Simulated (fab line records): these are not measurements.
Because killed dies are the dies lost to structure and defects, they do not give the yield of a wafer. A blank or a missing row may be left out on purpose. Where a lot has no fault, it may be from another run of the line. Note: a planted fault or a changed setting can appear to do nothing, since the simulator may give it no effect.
Which tool was responsible?	flow gf180mcu	18 wafers from 6 lots sampled at 2 of the route's 602 steps

WHAT EACH GAUGE READ, for each wafer
GF_MIM_RS_MEAS_10: measures by four-point-probe.
lot	measured	on	MIM_ALCU_RS (ohm/sq)
L134	day 24 21:11	film-metro-01	0.1594 0.1617 0.1603
L135	day 25 19:57	film-metro-01	0.1639 0.1635 0.1657
L143	day 27 17:05	film-metro-01	0.1606 0.1604 0.1600
L145	day 28 09:02	film-metro-03	0.1580 0.1584 0.1583
L150	day 29 18:02	film-metro-01	0.1609 0.1614 0.1601
L155	day 31 05:01	film-metro-03	0.1613 0.1610 0.1616

EACH LOT AND THE TOOL THAT RAN IT (in order: tool; ch and the chambers of the sampled wafers; start)
lot	GF_V4_SPUTTER_22
L134	pvd-sputter-03, day 24 20:05
L135	pvd-sputter-02, day 25 18:53
L143	pvd-sputter-02, day 27 16:02
L145	pvd-sputter-03, day 28 07:59
L150	pvd-sputter-03, day 29 16:59
L155	pvd-sputter-02, day 31 03:49
- GF_V4_SPUTTER_22: material TiN, target thk 10 nm, time 40 s.

THE ANSWER, worked out from the rows above alone
Rule: what is usual is taken from the lots themselves. The widest of any qualifying gaps counts: lots, ordered by their means at a reading, are off when they make up no more than a third of the lots, leave a main group of 4 or more, and stand apart from it by 3 or more times the standard deviation of that group's means. The tables above print the reading to a certain number of digits; a main group whose means all agree to those digits is not used. Also off: a lot with no number at a reading for which 4 or more lots have one. All remaining lots with rows at the step are treated as sound.
No lot is off on any of the readings shown, so nothing can be concluded from this.

WHAT THE SIMULATOR PUT IN
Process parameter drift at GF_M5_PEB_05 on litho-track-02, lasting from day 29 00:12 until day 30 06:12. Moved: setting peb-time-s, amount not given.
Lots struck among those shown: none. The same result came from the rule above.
